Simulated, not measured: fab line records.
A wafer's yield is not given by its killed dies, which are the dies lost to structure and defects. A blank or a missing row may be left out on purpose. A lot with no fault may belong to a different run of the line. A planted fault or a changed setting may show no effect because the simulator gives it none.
Which tool is to blame? | flow gf180mcu | 42 wafers from 14 lots sampled at 4 of the route's 602 steps

## WHAT EACH GAUGE READ, for each wafer
GF_POLY_GATE_OVL_MEAS_11.
lot  | measured     | on         | POLY_GATE_OVL (nm)
L242 | day 9 14:09  | overlay-02 | 1 9 0
L243 | day 10 01:42 | overlay-02 | 1 1 2
L244 | day 10 15:35 | overlay-01 | 6 4 -2
L246 | day 11 08:48 | overlay-02 | -13 -2 -5
L247 | day 11 15:48 | overlay-01 | 5 8 8
L249 | day 11 23:03 | overlay-01 | 1 -1 -5
L251 | day 12 10:26 | overlay-02 | -5 -8 -4
L256 | day 14 01:19 | overlay-01 | -12 -12 -17
L260 | day 15 07:50 | overlay-01 | 2 3 11
L262 | day 15 15:46 | overlay-02 | -6 -3 -7
L263 | day 16 08:46 | overlay-02 | -7 -13 -3
L264 | day 16 08:28 | overlay-01 | 8 14 14

GF_HV_LDD_OVL_MEAS_20.
lot  | measured     | on         | HV_LDD_01_OVL (nm)
L242 | day 11 04:14 | overlay-01 | 2.6 3.4 1.7
L243 | day 11 17:14 | overlay-02 | -1.7 -0.5 0.0
L244 | day 12 08:06 | overlay-02 | 0.7 -1.1 -1.6
L246 | day 13 03:00 | overlay-02 | 0.6 2.7 0.7
L247 | day 13 09:36 | overlay-02 | -0.7 0.6 -0.5
L249 | day 13 18:23 | overlay-01 | -0.2 0.7 1.8
L251 | day 14 04:31 | overlay-01 | 0.4 -0.6 -0.8
L256 | day 16 04:11 | overlay-02 | 0.3 2.9 3.4
L260 | day 17 06:38 | overlay-01 | 2.6 0.7 1.1
L262 | day 17 15:41 | overlay-01 | -0.3 1.7 0.8
L263 | day 18 10:14 | overlay-01 | 2.0 0.8 1.8
L264 | day 18 09:05 | overlay-01 | 1.1 0.4 2.1

## TOOL THAT RAN EACH LOT (tool first, then ch and the chambers of the sampled wafers, then the start)
lot  | GF_STI_WET_ETCH_27             | GF_POLY_GATE_ETCH_12
L242 | wet_bench-03 ch 2, day 2 09:12 | rie_diel-04 ch 0,2,3, day 9 14:11
L243 | wet_bench-03 ch 0, day 2 16:13 | rie_diel-04 ch 0,3, day 10 01:44
L244 | wet_bench-04 ch 0, day 2 21:56 | rie_diel-04 ch 1,2, day 10 15:37
L246 | wet_bench-02 ch 3, day 3 08:44 | rie_diel-01 ch 1,2,3, day 11 08:50
L247 | wet_bench-04 ch 1, day 3 18:25 | rie_diel-03 ch 1,2, day 11 15:50
L249 | wet_bench-03 ch 3, day 3 23:51 | rie_diel-01 ch 0,2, day 11 23:05
L251 | wet_bench-04 ch 0, day 4 09:14 | rie_diel-01 ch 0,1,3, day 12 10:28
L252 | wet_bench-03 ch 2, day 4 15:43 | -
L253 | wet_bench-04 ch 0, day 4 17:54 | -
L256 | wet_bench-03 ch 1, day 5 11:01 | rie_diel-01 ch 1,2,3, day 14 01:21
L260 | wet_bench-02 ch 3, day 6 06:23 | rie_diel-04 ch 0,1, day 15 07:52
L262 | wet_bench-02 ch 0, day 6 17:10 | rie_diel-01 ch 0,1, day 15 15:47
L263 | wet_bench-03 ch 0, day 6 23:02 | rie_diel-01 ch 0,1, day 16 08:48
L264 | wet_bench-02 ch 3, day 7 03:43 | rie_diel-03 ch 0,1,2, day 16 08:29
- GF_STI_WET_ETCH_27: etches Si3N4 in H3PO4, target depth 160 nm, time 1825 s.
- GF_POLY_GATE_ETCH_12: etches BARC in N2/H2.

## AS READ BY THE TOOLS THEMSELVES (means over the sampled wafers that have a number; for cases with no such wafer, the mark the record gives instead)
GF_STI_WET_ETCH_27.
lot  | tool         | bath_guard_temp_C (C) | bath_heat_duty_pct (%)
L242 | wet_bench-03 | 160.0                 | 28
L243 | wet_bench-03 | 159.3                 | 28
L244 | wet_bench-04 | 160.1                 | 34
L246 | wet_bench-02 | 159.1                 | 32
L247 | wet_bench-04 | 160.0                 | 29
L249 | wet_bench-03 | 159.3                 | 33
L251 | wet_bench-04 | 160.3                 | 35
L252 | wet_bench-03 | -                     | -
L253 | wet_bench-04 | -                     | -
L256 | wet_bench-03 | 160.1                 | 28
L260 | wet_bench-02 | 159.3                 | 30
L262 | wet_bench-02 | 160.7                 | 26
L263 | wet_bench-03 | 159.6                 | 28
L264 | wet_bench-02 | 159.6                 | 31

GF_POLY_GATE_ETCH_12.
lot  | tool        | bias_w (W) | chamber_pressure_mTorr (mTorr) | drypump_motor_current_A (A) | oes_product_au (a.u.) | throttle_valve_pct (%)
L242 | rie_diel-04 | 99.9       | 30.007                         | 5.3                         | 0.736                 | 13.206
L243 | rie_diel-04 | 100.1      | 29.994                         | 5.1                         | 0.732                 | 13.208
L244 | rie_diel-04 | 100.1      | 29.995                         | 5.9                         | 0.738                 | 13.209
L246 | rie_diel-01 | 100.1      | 30.001                         | 5.6                         | 0.737                 | 13.206
L247 | rie_diel-03 | 100.0      | 29.992                         | 5.8                         | 0.739                 | 13.205
L249 | rie_diel-01 | 99.8       | 29.983                         | 5.6                         | 0.738                 | 13.221
L251 | rie_diel-01 | 100.5      | 29.973                         | 5.3                         | 0.738                 | 13.213
L256 | rie_diel-01 | 100.0      | 29.985                         | 5.5                         | 0.740                 | 13.211
L260 | rie_diel-04 | 100.1      | 30.009                         | 5.8                         | 0.733                 | 13.206
L262 | rie_diel-01 | 100.4      | 29.975                         | 5.0                         | 0.736                 | 13.215
L263 | rie_diel-01 | 99.9       | 30.014                         | 5.0                         | 0.731                 | 13.218
L264 | rie_diel-03 | 99.8       | 30.004                         | 5.8                         | 0.736                 | 13.218

## THE ANSWER, worked out from the rows above alone
Rule: the usual values come from the lots themselves. The widest of any qualifying gaps counts: lots, ordered by their means at a reading, are off when they make up no more than a third of the lots, leave a main group of 4 or more, and stand apart from it by 3 or more times the standard deviation of that group's means. A main group whose means are all the same, to the digits that the tables above print for the reading, isn't used. A lot without any number at a reading at which 4 lots or more have one is off too. All remaining lots with rows at the step are treated as sound. The gauges are gone through in route order, then the tools' own readings, and for those a lot's mean is taken as printed above. At the first step where some lot is off, the reading lying furthest off is the one used; lots without a number count as furthest.
Off at GF_STI_WET_ETCH_27 (bath_guard_temp_C): L252, L253. Without a number there: L252, L253. Main group: mean 159.8 C, sd 0.47.
A tool fits if, at that step or a process step before it, it ran every lot that is off, and no sound lot after the first of them. No candidate that was tried fits.

## WHAT HAD BEEN PUT IN BY THE SIMULATOR
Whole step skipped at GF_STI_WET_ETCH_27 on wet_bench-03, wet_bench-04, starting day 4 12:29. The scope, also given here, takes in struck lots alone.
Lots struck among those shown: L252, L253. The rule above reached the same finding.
